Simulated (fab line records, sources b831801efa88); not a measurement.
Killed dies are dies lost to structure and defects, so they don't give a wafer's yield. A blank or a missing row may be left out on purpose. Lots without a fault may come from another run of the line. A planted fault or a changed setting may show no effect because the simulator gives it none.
A struck lot beside a sound one | flow sky130 | 14 steps out of a route of 708
Sound: wafers L461.1, L461.3, L461.6. Struck: wafers L457.1, L457.2, L457.6. The cause comes at the end.
At each step with rows: each side's tool, then ch and its chambers, then its first start. Under that, the readings that differ: sound wafers | struck wafers | difference of the means | sigmas: that difference in standard deviations of wafers without a fault.
alike: readings whose means differ by less than 2 such deviations, and words and numbers that are the same on both sides. not compared: withheld readings, readings that some wafer has no value for, bounds like >300 that may hide the same value, and numbers for which the record gives no deviation and whose values overlap.
The two part at a step that has a row with sigmas, a row that says differs or no value, or rows on one side only. Numbers that don't overlap but have no deviation are shown without sigmas and don't part them. A reading that every wafer of one side lacks parts them only if that side has two wafers or more.

SKY_METAL4_SPUTTER_02: material AlCu, target thk 735 nm, time 39.1 s.
  sound on pvd_sputter-04, day 43 17:35; struck on pvd_sputter-02, day 42 19:47
  alike: chamber_pressure_pa, throttle_valve_pct
SKY_METAL4_SPUTTER_03: material Ti, target thk 5 nm, time 3.3 s.
  sound on pvd_sputter-04, day 43 17:37; struck on pvd_sputter-02, day 42 19:49
  alike: chamber_pressure_pa, throttle_valve_pct
SKY_METAL4_SPUTTER_04: material TiN, target thk 70 nm, time 58.3 s.
  sound on pvd_sputter-04, day 43 17:38; struck on pvd_sputter-02, day 42 19:50
  alike: chamber_pressure_pa, throttle_valve_pct
SKY_CAP2M_CVD_00: deposits SiO2, target thk 15.5 nm.
  sound on pecvd-04 ch 0,1,2, day 43 17:41; struck on pecvd-04 ch 0,2, day 42 19:53
  alike: heater_power_w
SKY_CAP2M_THK_MEAS_01:
  sound on film_metro-02, day 43 17:43; struck on film_metro-02, day 42 19:54
  alike: CAP2M_CVD_00_THK
SKY_CAP2M_SPUTTER_02: material TiN, target thk 200 nm, time 166.7 s.
  sound on pvd_sputter-02, day 43 17:46; struck on pvd_sputter-03, day 42 19:58
  alike: chamber_pressure_pa, throttle_valve_pct
SKY_CAP2M_RS_MEAS_03: measures by four-point-probe.
  sound on film_metro-04, day 43 17:53; struck on film_metro-04, day 42 20:04
  alike: CAP2M_TIN_RS
SKY_CAP2M_THK_MEAS_04: measures by xrf.
  sound on film_metro-04, day 43 18:00; struck on film_metro-04, day 42 20:11
  alike: CAP2M_TIN_THK
then, 4 steps without rows for these wafers: SKY_CAP2M_DEHYDRATE_05 (time 60 s); SKY_CAP2M_HMDS_06 (prime time 60 s); SKY_CAP2M_COAT_07 (resist thk 1140 nm); SKY_CAP2M_SOFTBAKE_08 (time 60 s).
SKY_CAP2M_EXPOSE_09: exposes mask CAP2M, target cd 1000 nm.
  sound on iline_stepper-01 ch 0, day 44 05:12; struck on iline_stepper-02, day 43 07:34
  no value came back on the struck wafers for exposure_dose_mJ_cm2, focus_offset_nm (nm), sigma_outer; on the sound wafers exposure_dose_mJ_cm2 reads 159.43 159.24 159.47
  alike: mask
then, 1 step without rows for these wafers: SKY_CAP2M_PEB_10.

WHERE THEY PART
Only at SKY_CAP2M_EXPOSE_09, within this record.

WHY: what the simulator had put in
Skipped step whole: iline_stepper-02, from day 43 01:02 on, at SKY_CAP2M_EXPOSE_09. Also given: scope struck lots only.
